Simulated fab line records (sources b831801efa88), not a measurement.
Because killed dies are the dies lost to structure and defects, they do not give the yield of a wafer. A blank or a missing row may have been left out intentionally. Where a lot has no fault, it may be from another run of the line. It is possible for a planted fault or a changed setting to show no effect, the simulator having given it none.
Chamber matching || flow gf180mcu || cmp-01 running GF_V4_CMP_26: 4 sister chambers
The step polishes, stops on SiO2, t overpolish 15 s, target thk 0 nm. 4 wafers are shown with their chamber, then 8 later ones without.

== EACH WAFER AND ITS CHAMBER ==
{"wafer": "L229.2", "chamber": 3, "motor current A (A)": 10.4}
{"wafer": "L229.3", "chamber": 0, "motor current A (A)": 10.8}
{"wafer": "L229.5", "chamber": 2, "motor current A (A)": 10.0}
{"wafer": "L232.1", "chamber": 1, "motor current A (A)": 9.7}

== WAFERS MISSING THEIR CHAMBER ==
{"wafer": "L232.3", "motor current A (A)": 10.6}
{"wafer": "L232.6", "motor current A (A)": 10.3}
{"wafer": "L233.1", "motor current A (A)": 10.8}
{"wafer": "L233.3", "motor current A (A)": 10.3}
{"wafer": "L233.6", "motor current A (A)": 10.2}
{"wafer": "L235.1", "motor current A (A)": 11.1}
{"wafer": "L235.4", "motor current A (A)": 9.9}
{"wafer": "L235.6", "motor current A (A)": 9.0}

== THE CHAMBER EACH PASSED THROUGH ==
{"wafer": "L232.3", "from the rows above": "can't be placed: 3 or 0 or 2", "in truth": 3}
{"wafer": "L232.6", "from the rows above": "can't be placed: 3 or 2 or 0 or 1", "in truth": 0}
{"wafer": "L233.1", "from the rows above": "can't be placed: 0 or 3", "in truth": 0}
{"wafer": "L233.3", "from the rows above": "can't be placed: 3 or 2 or 0 or 1", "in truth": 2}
{"wafer": "L233.6", "from the rows above": "can't be placed: 2 or 3 or 1 or 0", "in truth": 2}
{"wafer": "L235.1", "from the rows above": "can't be placed: 0 or 3", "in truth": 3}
{"wafer": "L235.4", "from the rows above": "can't be placed: 2 or 1 or 3", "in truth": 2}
{"wafer": "L235.6", "from the rows above": "can't be placed: 1 or 2", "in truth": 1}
Placed correctly: 0 of 8. Can't be placed from these rows: 8 (the true chamber is among the candidates in 8). Number placed wrongly: 0.
How it was worked out, from the rows above alone: a wafer's distance from a chamber is the root of the sum, over the readings, of the square of ((its reading less the chamber's mean) divided by the reading's scatter). If the next closest chamber is less than 2 further off than the closest, the wafer can't be placed; otherwise it belongs to the closest. A chamber's mean is the mean of its shown wafers. The scatter (one wafer shown for each chamber): square how far every hidden wafer sits from the nearest shown wafer, average those squares and take the square root.
